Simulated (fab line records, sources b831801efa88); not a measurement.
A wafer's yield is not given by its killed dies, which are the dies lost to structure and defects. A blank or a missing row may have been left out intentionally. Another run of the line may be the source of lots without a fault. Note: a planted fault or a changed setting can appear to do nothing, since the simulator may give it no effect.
fab line records || flow gf180mcu || part 2 of 2: steps 25 to 34 of 34
[record] {"lots": 5, "wafers": 15, "lastDay": 34}
route steps=602 shown M5@530 V5@540
lots that met no fault: from a run of the same line without faults
startH: the number of hours between the record's first day and the start of the first shown wafer of the lot || waitH: hours elapsed since this lot's preceding step || " same as the row above || L1.1+2: one row covering several wafers at once || - either no value or no given start || * or withheld: withheld || < > ~ a bound
route shown NAME@n: a module of which the file shows steps, and the number in the route of the first || usual: mean/standard deviation of fault-free wafers || same: alike in all rows || chamber/n: place in a boat || sites: the reading at each site || _std_site: standard deviation across them || _edge_site: outer sites' mean less inner sites' || radiusMm: how far each site lies from the wafer's centre || mask NAME#n: copy n || behind: tool/chamber where the wafer was last shaped || hold: reason for holding the lot/hours on hold/outcome of the hold || device: transistor that didn't switch, given as n, p or np || end of line: the tests these same wafers got at the end of their route || step lacking rows: just its recipe || killed: not the wafer's yield, but the dies lost to structure and defects at the first sort || map: the dies of a wafer, with x for killed, . for not killed, _ for no die there
set.NAME: setting as actually run; set.NAME@STEP: the setting as run at that earlier step || model.NAME: the simulator's own value behind a step, which no gauge read
lots at some steps of the route; a table a step, a row a wafer
services: when a tool's chamber went out of use (startH, in hours from the record's first day, below 0 if earlier), for how many hours, and the reason
[[steps]]
[step GF_V5_CD_MEAS_14]
[recipe] {"targetCdNm": 260}
[usual] {"cdNm": "260.0/1.2"}
{"lot.wafer": "L077.2", "tool": "cdSem-01", "chamber": "-", "startH": 646.49, "waitH": 0.1, "cdNm": 261.5}
{"lot.wafer": "L077.4", "tool": "cdSem-01", "chamber": "-", "startH": 646.49, "waitH": 0.1, "cdNm": 262.4}
{"lot.wafer": "L077.5", "tool": "cdSem-01", "chamber": "-", "startH": 646.49, "waitH": 0.1, "cdNm": 262.7}
{"lot.wafer": "L079.2", "tool": "cdSem-02", "chamber": "-", "startH": 668.93, "waitH": 0.1, "cdNm": 259.6}
{"lot.wafer": "L079.4", "tool": "cdSem-02", "chamber": "-", "startH": 668.93, "waitH": 0.1, "cdNm": 258.4}
{"lot.wafer": "L079.5", "tool": "cdSem-02", "chamber": "-", "startH": 668.93, "waitH": 0.1, "cdNm": 259.8}
{"lot.wafer": "L089.1", "tool": "cdSem-01", "chamber": "-", "startH": 735.62, "waitH": 0.1, "cdNm": 259.5}
{"lot.wafer": "L089.3", "tool": "cdSem-01", "chamber": "-", "startH": 735.62, "waitH": 0.1, "cdNm": 259.0}
{"lot.wafer": "L089.6", "tool": "cdSem-01", "chamber": "-", "startH": 735.62, "waitH": 0.1, "cdNm": 260.9}
{"lot.wafer": "L094.1", "tool": "cdSem-02", "chamber": "-", "startH": 766.30, "waitH": 0.1, "cdNm": 259.5}
{"lot.wafer": "L094.5", "tool": "cdSem-02", "chamber": "-", "startH": 766.30, "waitH": 0.1, "cdNm": 259.4}
{"lot.wafer": "L094.6", "tool": "cdSem-02", "chamber": "-", "startH": 766.30, "waitH": 0.1, "cdNm": 258.9}
{"lot.wafer": "L097.1", "tool": "cdSem-01", "chamber": "-", "startH": 780.97, "waitH": 0.2, "cdNm": 260.6}
{"lot.wafer": "L097.3", "tool": "cdSem-01", "chamber": "-", "startH": 780.97, "waitH": 0.2, "cdNm": 259.9}
{"lot.wafer": "L097.6", "tool": "cdSem-01", "chamber": "-", "startH": 780.97, "waitH": 0.2, "cdNm": 260.7}
[step GF_V5_OVL_MEAS_15]
[usual] {"V5_OVL": "-1/4.8"}
{"lot.wafer": "L077.2", "tool": "overlay-02", "chamber": "-", "startH": 646.59, "waitH": 0.1, "V5_OVL[nm]": -1}
{"lot.wafer": "L077.4", "tool": "overlay-02", "chamber": "-", "startH": 646.59, "waitH": 0.1, "V5_OVL[nm]": 0}
{"lot.wafer": "L077.5", "tool": "overlay-02", "chamber": "-", "startH": 646.59, "waitH": 0.1, "V5_OVL[nm]": -5}
{"lot.wafer": "L079.2", "tool": "overlay-01", "chamber": "-", "startH": 669.03, "waitH": 0.1, "V5_OVL[nm]": -5}
{"lot.wafer": "L079.4", "tool": "overlay-01", "chamber": "-", "startH": 669.03, "waitH": 0.1, "V5_OVL[nm]": -7}
{"lot.wafer": "L079.5", "tool": "overlay-01", "chamber": "-", "startH": 669.03, "waitH": 0.1, "V5_OVL[nm]": -2}
{"lot.wafer": "L089.1", "tool": "overlay-02", "chamber": "-", "startH": 735.74, "waitH": 0.1, "V5_OVL[nm]": 2}
{"lot.wafer": "L089.3", "tool": "overlay-02", "chamber": "-", "startH": 735.74, "waitH": 0.1, "V5_OVL[nm]": 9}
{"lot.wafer": "L089.6", "tool": "overlay-02", "chamber": "-", "startH": 735.74, "waitH": 0.1, "V5_OVL[nm]": 7}
{"lot.wafer": "L094.1", "tool": "overlay-02", "chamber": "-", "startH": 766.42, "waitH": 0.1, "V5_OVL[nm]": 2}
{"lot.wafer": "L094.5", "tool": "overlay-02", "chamber": "-", "startH": 766.42, "waitH": 0.1, "V5_OVL[nm]": 3}
{"lot.wafer": "L094.6", "tool": "overlay-02", "chamber": "-", "startH": 766.42, "waitH": 0.1, "V5_OVL[nm]": -2}
{"lot.wafer": "L097.1", "tool": "overlay-02", "chamber": "-", "startH": 781.09, "waitH": 0.1, "V5_OVL[nm]": -5}
{"lot.wafer": "L097.3", "tool": "overlay-02", "chamber": "-", "startH": 781.09, "waitH": 0.1, "V5_OVL[nm]": -5}
{"lot.wafer": "L097.6", "tool": "overlay-02", "chamber": "-", "startH": 781.09, "waitH": 0.1, "V5_OVL[nm]": -10}
[step GF_V5_ETCH_16]
[recipe] {"chemistry": "N2/H2", "targetDepthA": "withheld", "overetchA": "withheld", "timeS": "withheld", "target": "BARC", "ionEnergyEv": 200, "sourceW": 500, "biasW": 100, "pressureMtorr": 30, "n2FlowSccm": 100, "h2FlowSccm": 200}
[usual] {"drypumpMotorCurrentA": "5.6/0.38", "oesProductAu": "0.855/0.005", "throttleValvePct": "13.225/0.009"}
{"lot.wafer": "L077.2", "tool": "rieDiel-01", "chamber": 3, "startH": 646.62, "waitH": 0.0, "drypumpMotorCurrentA": 5.7, "oesProductAu": 0.853, "throttleValvePct": 13.232}
{"lot.wafer": "L077.4", "tool": "rieDiel-01", "chamber": 2, "startH": 646.62, "waitH": 0.0, "drypumpMotorCurrentA": 6.0, "oesProductAu": 0.858, "throttleValvePct": 13.223}
{"lot.wafer": "L077.5", "tool": "rieDiel-01", "chamber": 3, "startH": 646.62, "waitH": 0.0, "drypumpMotorCurrentA": 5.7, "oesProductAu": 0.857, "throttleValvePct": 13.222}
{"lot.wafer": "L079.2", "tool": "rieDiel-02", "chamber": 1, "startH": 669.06, "waitH": 0.0, "drypumpMotorCurrentA": 6.1, "oesProductAu": 0.859, "throttleValvePct": 13.222}
{"lot.wafer": "L079.4", "tool": "rieDiel-02", "chamber": 3, "startH": 669.06, "waitH": 0.0, "drypumpMotorCurrentA": 5.7, "oesProductAu": 0.864, "throttleValvePct": 13.228}
{"lot.wafer": "L079.5", "tool": "rieDiel-02", "chamber": 2, "startH": 669.06, "waitH": 0.0, "drypumpMotorCurrentA": 5.5, "oesProductAu": 0.841, "throttleValvePct": 13.220}
{"lot.wafer": "L089.1", "tool": "rieDiel-03", "chamber": 1, "startH": 735.77, "waitH": 0.0, "drypumpMotorCurrentA": 5.0, "oesProductAu": 0.861, "throttleValvePct": 13.225}
{"lot.wafer": "L089.3", "tool": "rieDiel-03", "chamber": 0, "startH": 735.77, "waitH": 0.0, "drypumpMotorCurrentA": 5.8, "oesProductAu": 0.847, "throttleValvePct": 13.222}
{"lot.wafer": "L089.6", "tool": "rieDiel-03", "chamber": 3, "startH": 735.77, "waitH": 0.0, "drypumpMotorCurrentA": 6.2, "oesProductAu": 0.855, "throttleValvePct": 13.233}
{"lot.wafer": "L094.1", "tool": "rieDiel-01", "chamber": 0, "startH": 766.46, "waitH": 0.0, "drypumpMotorCurrentA": 5.5, "oesProductAu": 0.853, "throttleValvePct": 13.230}
{"lot.wafer": "L094.5", "tool": "rieDiel-01", "chamber": 3, "startH": 766.46, "waitH": 0.0, "drypumpMotorCurrentA": 5.7, "oesProductAu": 0.852, "throttleValvePct": 13.205}
{"lot.wafer": "L094.6", "tool": "rieDiel-01", "chamber": 0, "startH": 766.46, "waitH": 0.0, "drypumpMotorCurrentA": 5.6, "oesProductAu": 0.859, "throttleValvePct": 13.236}
{"lot.wafer": "L097.1", "tool": "rieDiel-01", "chamber": 2, "startH": 781.13, "waitH": 0.0, "drypumpMotorCurrentA": 6.0, "oesProductAu": 0.857, "throttleValvePct": 13.235}
{"lot.wafer": "L097.3", "tool": "rieDiel-01", "chamber": 0, "startH": 781.13, "waitH": 0.0, "drypumpMotorCurrentA": 5.6, "oesProductAu": 0.854, "throttleValvePct": 13.218}
{"lot.wafer": "L097.6", "tool": "rieDiel-01", "chamber": 1, "startH": 781.13, "waitH": 0.0, "drypumpMotorCurrentA": 4.9, "oesProductAu": 0.852, "throttleValvePct": 13.243}
[step GF_V5_ETCH_17]
[recipe] {"chemistry": "C4F8/O2/Ar", "maskMaterial": "KrF", "target": "SiO2", "stopOn": "TiN", "sourceW": 1500, "biasW": 1200, "pressureMtorr": 40, "c4f8FlowSccm": "withheld", "O2_flow_sccm": 6, "Ar_flow_sccm": 300, "timeS": "withheld", "targetDepthA": 8550}
[usual] {"oesProductAu": "0.859/0.0045"}
{"lot.wafer": "L077.2", "tool": "rieDiel-01", "chamber": 3, "startH": "-", "waitH": "-", "oesProductAu": 0.855}
{"lot.wafer": "L077.4", "tool": "rieDiel-01", "chamber": 2, "startH": "-", "waitH": "-", "oesProductAu": 0.857}
{"lot.wafer": "L077.5", "tool": "rieDiel-01", "chamber": 3, "startH": "-", "waitH": "-", "oesProductAu": 0.853}
{"lot.wafer": "L079.2", "tool": "rieDiel-02", "chamber": 1, "startH": "-", "waitH": "-", "oesProductAu": 0.864}
{"lot.wafer": "L079.4", "tool": "rieDiel-02", "chamber": 3, "startH": "-", "waitH": "-", "oesProductAu": 0.853}
{"lot.wafer": "L079.5", "tool": "rieDiel-02", "chamber": 2, "startH": "-", "waitH": "-", "oesProductAu": 0.859}
{"lot.wafer": "L089.1", "tool": "rieDiel-03", "chamber": 1, "startH": "-", "waitH": "-", "oesProductAu": 0.855}
{"lot.wafer": "L089.3", "tool": "rieDiel-03", "chamber": 0, "startH": "-", "waitH": "-", "oesProductAu": 0.864}
{"lot.wafer": "L089.6", "tool": "rieDiel-03", "chamber": 3, "startH": "-", "waitH": "-", "oesProductAu": 0.859}
{"lot.wafer": "L094.1", "tool": "rieDiel-01", "chamber": 0, "startH": "-", "waitH": "-", "oesProductAu": 0.853}
{"lot.wafer": "L094.5", "tool": "rieDiel-01", "chamber": 3, "startH": "-", "waitH": "-", "oesProductAu": 0.861}
{"lot.wafer": "L094.6", "tool": "rieDiel-01", "chamber": 0, "startH": "-", "waitH": "-", "oesProductAu": 0.868}
{"lot.wafer": "L097.1", "tool": "rieDiel-01", "chamber": 2, "startH": "-", "waitH": "-", "oesProductAu": 0.862}
{"lot.wafer": "L097.3", "tool": "rieDiel-01", "chamber": 0, "startH": "-", "waitH": "-", "oesProductAu": 0.857}
{"lot.wafer": "L097.6", "tool": "rieDiel-01", "chamber": 1, "startH": "-", "waitH": "-", "oesProductAu": 0.859}
[step GF_V5_STRIP_18]
[recipe] {"chemistry": "O2/N2", "powerW": 1400, "pressureMtorr": 1500, "platenTempC": 250, "o2FlowSccm": 3000, "n2FlowSccm": 300, "overashFraction": 0.5}
[usual] {"drypumpMotorCurrentA": "5.61/0.3", "heaterPowerW": "322/24", "oesProductAu": "0.569/0.0051"}
[same] {"overashFraction": 0.5}
{"lot.wafer": "L077.2", "tool": "plasmaAsher-01", "chamber": 1, "startH": 646.78, "waitH": "-", "drypumpMotorCurrentA": 5.61, "heaterPowerW": 308, "oesProductAu": 0.556, "rfHoursCounterH": 99}
{"lot.wafer": "L077.4", "tool": "plasmaAsher-01", "chamber": 0, "startH": 646.78, "waitH": "-", "drypumpMotorCurrentA": 6.02, "heaterPowerW": 322, "oesProductAu": 0.569, "rfHoursCounterH": "-"}
{"lot.wafer": "L077.5", "tool": "plasmaAsher-01", "chamber": 0, "startH": 646.78, "waitH": "-", "drypumpMotorCurrentA": 6.03, "heaterPowerW": 321, "oesProductAu": 0.568, "rfHoursCounterH": "-"}
{"lot.wafer": "L079.2", "tool": "plasmaAsher-03", "chamber": 1, "startH": 669.21, "waitH": "-", "drypumpMotorCurrentA": 5.96, "heaterPowerW": 374, "oesProductAu": 0.576, "rfHoursCounterH": 24}
{"lot.wafer": "L079.4", "tool": "plasmaAsher-03", "chamber": 0, "startH": 669.21, "waitH": "-", "drypumpMotorCurrentA": 5.51, "heaterPowerW": 323, "oesProductAu": 0.571, "rfHoursCounterH": "-"}
{"lot.wafer": "L079.5", "tool": "plasmaAsher-03", "chamber": 1, "startH": 669.21, "waitH": "-", "drypumpMotorCurrentA": 5.96, "heaterPowerW": 372, "oesProductAu": 0.564, "rfHoursCounterH": "-"}
{"lot.wafer": "L089.1", "tool": "plasmaAsher-04", "chamber": 0, "startH": 735.93, "waitH": "-", "drypumpMotorCurrentA": 5.29, "heaterPowerW": 319, "oesProductAu": 0.573, "rfHoursCounterH": 97}
{"lot.wafer": "L089.3", "tool": "plasmaAsher-04", "chamber": 1, "startH": 735.93, "waitH": "-", "drypumpMotorCurrentA": 5.24, "heaterPowerW": 327, "oesProductAu": 0.568, "rfHoursCounterH": "-"}
{"lot.wafer": "L089.6", "tool": "plasmaAsher-04", "chamber": 1, "startH": 735.93, "waitH": "-", "drypumpMotorCurrentA": 5.23, "heaterPowerW": 327, "oesProductAu": 0.570, "rfHoursCounterH": "-"}
{"lot.wafer": "L094.1", "tool": "plasmaAsher-01", "chamber": 1, "startH": 766.61, "waitH": "-", "drypumpMotorCurrentA": 5.61, "heaterPowerW": 292, "oesProductAu": 0.572, "rfHoursCounterH": 3}
{"lot.wafer": "L094.5", "tool": "plasmaAsher-01", "chamber": 0, "startH": 766.61, "waitH": "-", "drypumpMotorCurrentA": 5.99, "heaterPowerW": 324, "oesProductAu": 0.571, "rfHoursCounterH": "-"}
{"lot.wafer": "L094.6", "tool": "plasmaAsher-01", "chamber": 1, "startH": 766.61, "waitH": "-", "drypumpMotorCurrentA": 5.60, "heaterPowerW": 299, "oesProductAu": 0.570, "rfHoursCounterH": "-"}
{"lot.wafer": "L097.1", "tool": "plasmaAsher-01", "chamber": 0, "startH": 781.28, "waitH": "-", "drypumpMotorCurrentA": 5.98, "heaterPowerW": 333, "oesProductAu": 0.566, "rfHoursCounterH": 4}
{"lot.wafer": "L097.3", "tool": "plasmaAsher-01", "chamber": 1, "startH": 781.28, "waitH": "-", "drypumpMotorCurrentA": 5.59, "heaterPowerW": 290, "oesProductAu": 0.571, "rfHoursCounterH": "-"}
{"lot.wafer": "L097.6", "tool": "plasmaAsher-01", "chamber": 0, "startH": 781.28, "waitH": "-", "drypumpMotorCurrentA": 6.00, "heaterPowerW": 325, "oesProductAu": 0.569, "rfHoursCounterH": "-"}
[step GF_V5_STRIP_19]
[recipe] {"chemistry": "postEtchResidueRemover", "timeS": 1200, "tempC": 72.5}
{"lot.wafer": "L077.2+4+5", "tool": "wetBench-03", "chamber": 0, "startH": 646.88, "waitH": 0.1}
{"lot.wafer": "L079.2+4+5", "tool": "wetBench-01", "chamber": 2, "startH": 669.31, "waitH": 0.1}
{"lot.wafer": "L089.1+3+6", "tool": "wetBench-03", "chamber": 0, "startH": 736.03, "waitH": 0.1}
{"lot.wafer": "L094.1+5+6", "tool": "wetBench-01", "chamber": 0, "startH": 766.71, "waitH": 0.1}
{"lot.wafer": "L097.1+3+6", "tool": "wetBench-03", "chamber": 1, "startH": 781.50, "waitH": 0.2}
[step GF_V5_CLEAN_20]
[recipe] {"chemistry": "DIW", "dry": "n2Spin"}
{"lot.wafer": "L077.2+4+5", "tool": "wetBench-01", "chamber": 3, "startH": 647.25, "waitH": 0.0}
{"lot.wafer": "L079.2+4+5", "tool": "wetBench-02", "chamber": 2, "startH": 669.66, "waitH": 0.0}
{"lot.wafer": "L089.1+3+6", "tool": "wetBench-03", "chamber": 3, "startH": 736.40, "waitH": 0.0}
{"lot.wafer": "L094.1+5+6", "tool": "wetBench-03", "chamber": 1, "startH": 767.06, "waitH": 0.0}
{"lot.wafer": "L097.1+3+6", "tool": "wetBench-03", "chamber": 1, "startH": 781.93, "waitH": 0.1}
[step GF_V5_SPUTTER_21]
[recipe] {"material": "Ti", "targetThkNm": 15, "chamberPressurePa": 5, "powerW": 2500, "substrateTempC": 200, "timeS": 80.02}
[usual] {"throttleValvePct": "29.7/0.71"}
{"lot.wafer": "L077.2", "tool": "pvdSputter-01", "chamber": "-", "startH": 647.34, "waitH": 0.0, "throttleValvePct": 30.3}
{"lot.wafer": "L077.4", "tool": "pvdSputter-01", "chamber": "-", "startH": 647.34, "waitH": 0.0, "throttleValvePct": 29.3}
{"lot.wafer": "L077.5", "tool": "pvdSputter-01", "chamber": "-", "startH": 647.34, "waitH": 0.0, "throttleValvePct": 30.9}
{"lot.wafer": "L079.2", "tool": "pvdSputter-01", "chamber": "-", "startH": 669.76, "waitH": 0.0, "throttleValvePct": 29.6}
{"lot.wafer": "L079.4", "tool": "pvdSputter-01", "chamber": "-", "startH": 669.76, "waitH": 0.0, "throttleValvePct": 28.7}
{"lot.wafer": "L079.5", "tool": "pvdSputter-01", "chamber": "-", "startH": 669.76, "waitH": 0.0, "throttleValvePct": 29.2}
{"lot.wafer": "L089.1", "tool": "pvdSputter-04", "chamber": "-", "startH": 736.50, "waitH": 0.0, "throttleValvePct": 29.3}
{"lot.wafer": "L089.3", "tool": "pvdSputter-04", "chamber": "-", "startH": 736.50, "waitH": 0.0, "throttleValvePct": 29.7}
{"lot.wafer": "L089.6", "tool": "pvdSputter-04", "chamber": "-", "startH": 736.50, "waitH": 0.0, "throttleValvePct": 29.1}
{"lot.wafer": "L094.1", "tool": "pvdSputter-02", "chamber": "-", "startH": 767.15, "waitH": 0.0, "throttleValvePct": 28.7}
{"lot.wafer": "L094.5", "tool": "pvdSputter-02", "chamber": "-", "startH": 767.15, "waitH": 0.0, "throttleValvePct": 31.0}
{"lot.wafer": "L094.6", "tool": "pvdSputter-02", "chamber": "-", "startH": 767.15, "waitH": 0.0, "throttleValvePct": 28.6}
{"lot.wafer": "L097.1", "tool": "pvdSputter-04", "chamber": "-", "startH": 782.02, "waitH": 0.0, "throttleValvePct": 30.7}
{"lot.wafer": "L097.3", "tool": "pvdSputter-04", "chamber": "-", "startH": 782.02, "waitH": 0.0, "throttleValvePct": 29.2}
{"lot.wafer": "L097.6", "tool": "pvdSputter-04", "chamber": "-", "startH": 782.02, "waitH": 0.0, "throttleValvePct": 29.4}
[step GF_V5_SPUTTER_22]
[recipe] {"material": "TiN", "targetThkNm": 10, "chamberPressurePa": 5, "powerW": 4000, "timeS": 40}
[usual] {"throttleValvePct": "29.7/0.72"}
{"lot.wafer": "L077.2", "tool": "pvdSputter-01", "chamber": "-", "startH": 647.40, "waitH": 0.0, "throttleValvePct": 30.8}
{"lot.wafer": "L077.4", "tool": "pvdSputter-01", "chamber": "-", "startH": 647.40, "waitH": 0.0, "throttleValvePct": 29.4}
{"lot.wafer": "L077.5", "tool": "pvdSputter-01", "chamber": "-", "startH": 647.40, "waitH": 0.0, "throttleValvePct": 30.6}
{"lot.wafer": "L079.2", "tool": "pvdSputter-01", "chamber": "-", "startH": 669.82, "waitH": 0.0, "throttleValvePct": 29.5}
{"lot.wafer": "L079.4", "tool": "pvdSputter-01", "chamber": "-", "startH": 669.82, "waitH": 0.0, "throttleValvePct": 28.6}
{"lot.wafer": "L079.5", "tool": "pvdSputter-01", "chamber": "-", "startH": 669.82, "waitH": 0.0, "throttleValvePct": 29.3}
{"lot.wafer": "L089.1", "tool": "pvdSputter-04", "chamber": "-", "startH": 736.56, "waitH": 0.0, "throttleValvePct": 29.1}
{"lot.wafer": "L089.3", "tool": "pvdSputter-04", "chamber": "-", "startH": 736.56, "waitH": 0.0, "throttleValvePct": 29.9}
{"lot.wafer": "L089.6", "tool": "pvdSputter-04", "chamber": "-", "startH": 736.56, "waitH": 0.0, "throttleValvePct": 29.5}
{"lot.wafer": "L094.1", "tool": "pvdSputter-02", "chamber": "-", "startH": 767.21, "waitH": 0.0, "throttleValvePct": 28.7}
{"lot.wafer": "L094.5", "tool": "pvdSputter-02", "chamber": "-", "startH": 767.21, "waitH": 0.0, "throttleValvePct": 30.9}
{"lot.wafer": "L094.6", "tool": "pvdSputter-02", "chamber": "-", "startH": 767.21, "waitH": 0.0, "throttleValvePct": 28.6}
{"lot.wafer": "L097.1", "tool": "pvdSputter-04", "chamber": "-", "startH": 782.08, "waitH": 0.0, "throttleValvePct": 30.4}
{"lot.wafer": "L097.3", "tool": "pvdSputter-04", "chamber": "-", "startH": 782.08, "waitH": 0.0, "throttleValvePct": 29.1}
{"lot.wafer": "L097.6", "tool": "pvdSputter-04", "chamber": "-", "startH": 782.08, "waitH": 0.0, "throttleValvePct": 29.5}
[step GF_V5_CVD_23]
[recipe] {"material": "W", "targetThkNm": 350, "timeS": 104.9, "tempC": 400, "pressureTorr": 40}
[usual] {"heaterPowerW": "860/78"}
{"lot.wafer": "L077.2", "tool": "cvdW-02", "chamber": 1, "startH": 647.44, "waitH": 0.0, "heaterPowerW": 984}
{"lot.wafer": "L077.4", "tool": "cvdW-02", "chamber": 1, "startH": 647.44, "waitH": 0.0, "heaterPowerW": 984}
{"lot.wafer": "L077.5", "tool": "cvdW-02", "chamber": 0, "startH": 647.44, "waitH": 0.0, "heaterPowerW": 789}
{"lot.wafer": "L079.2", "tool": "cvdW-01", "chamber": 0, "startH": 669.86, "waitH": 0.0, "heaterPowerW": 821}
{"lot.wafer": "L079.4", "tool": "cvdW-01", "chamber": 0, "startH": 669.86, "waitH": 0.0, "heaterPowerW": 814}
{"lot.wafer": "L079.5", "tool": "cvdW-01", "chamber": 1, "startH": 669.86, "waitH": 0.0, "heaterPowerW": 868}
{"lot.wafer": "L089.1", "tool": "cvdW-02", "chamber": 1, "startH": 736.60, "waitH": 0.0, "heaterPowerW": 986}
{"lot.wafer": "L089.3", "tool": "cvdW-02", "chamber": 0, "startH": 736.60, "waitH": 0.0, "heaterPowerW": 809}
{"lot.wafer": "L089.6", "tool": "cvdW-02", "chamber": 1, "startH": 736.60, "waitH": 0.0, "heaterPowerW": 982}
{"lot.wafer": "L094.1", "tool": "cvdW-02", "chamber": 1, "startH": 767.25, "waitH": 0.0, "heaterPowerW": 1004}
{"lot.wafer": "L094.5", "tool": "cvdW-02", "chamber": 0, "startH": 767.25, "waitH": 0.0, "heaterPowerW": 790}
{"lot.wafer": "L094.6", "tool": "cvdW-02", "chamber": 1, "startH": 767.25, "waitH": 0.0, "heaterPowerW": 1000}
{"lot.wafer": "L097.1", "tool": "cvdW-01", "chamber": 1, "startH": 782.12, "waitH": 0.0, "heaterPowerW": 871}
{"lot.wafer": "L097.3", "tool": "cvdW-01", "chamber": 0, "startH": 782.12, "waitH": 0.0, "heaterPowerW": 786}
{"lot.wafer": "L097.6", "tool": "cvdW-01", "chamber": 0, "startH": 782.12, "waitH": 0.0, "heaterPowerW": 794}
[[services]]
{"tool": "pvdSputter-04", "chamber": "-", "startH": 599.64, "hours": 5.3, "kind": "repair"}
{"tool": "krfScanner-01", "chamber": "-", "startH": 615.02, "hours": 1.3, "kind": "pm"}
{"tool": "pecvd-01", "chamber": "-", "startH": 619.03, "hours": 1.1, "kind": "repair"}
{"tool": "pvdSputter-04", "chamber": "-", "startH": 625.41, "hours": 6.4, "kind": "repair"}
{"tool": "hdpcvd-02", "chamber": "-", "startH": 628.37, "hours": 1.7, "kind": "repair"}
{"tool": "pecvd-01", "chamber": "-", "startH": 630.16, "hours": 0.8, "kind": "repair"}
{"tool": "pecvd-01", "chamber": 1, "startH": 630.65, "hours": 2.0, "kind": "repair"}
{"tool": "pvdSputter-04", "chamber": "-", "startH": 637.66, "hours": 4.2, "kind": "repair"}
{"tool": "rieDiel-01", "chamber": "-", "startH": 642.15, "hours": 0.3, "kind": "repair"}
{"tool": "krfScanner-02", "chamber": "-", "startH": 648.12, "hours": 1.3, "kind": "pm"}
{"tool": "krfScanner-01", "chamber": "-", "startH": 649.76, "hours": 0.8, "kind": "pm"}
{"tool": "wetBench-01", "chamber": "-", "startH": 649.91, "hours": 1.5, "kind": "repair"}
{"tool": "krfScanner-01", "chamber": "-", "startH": 658.79, "hours": 16.1, "kind": "repair"}
{"tool": "pvdSputter-04", "chamber": "-", "startH": 672.74, "hours": 0.7, "kind": "repair"}
{"tool": "krfScanner-01", "chamber": "-", "startH": 691.87, "hours": 1.0, "kind": "pm"}
{"tool": "pvdSputter-04", "chamber": "-", "startH": 705.16, "hours": 6.5, "kind": "repair"}
{"tool": "rieDiel-01", "chamber": 3, "startH": 711.63, "hours": 1.2, "kind": "repair"}
{"tool": "plasmaAsher-02", "chamber": "-", "startH": 718.37, "hours": 3.0, "kind": "repair"}
{"tool": "krfScanner-02", "chamber": "-", "startH": 724.47, "hours": 1.0, "kind": "pm"}
{"tool": "pecvd-01", "chamber": 0, "startH": 725.50, "hours": 16.9, "kind": "repair"}
{"tool": "rieDiel-01", "chamber": 0, "startH": 732.52, "hours": 2.8, "kind": "repair"}
{"tool": "krfScanner-01", "chamber": "-", "startH": 741.70, "hours": 4.0, "kind": "pm"}
{"tool": "krfScanner-02", "chamber": "-", "startH": 746.50, "hours": 0.8, "kind": "pm"}
{"tool": "wetBench-04", "chamber": "-", "startH": 779.48, "hours": 3.2, "kind": "repair"}
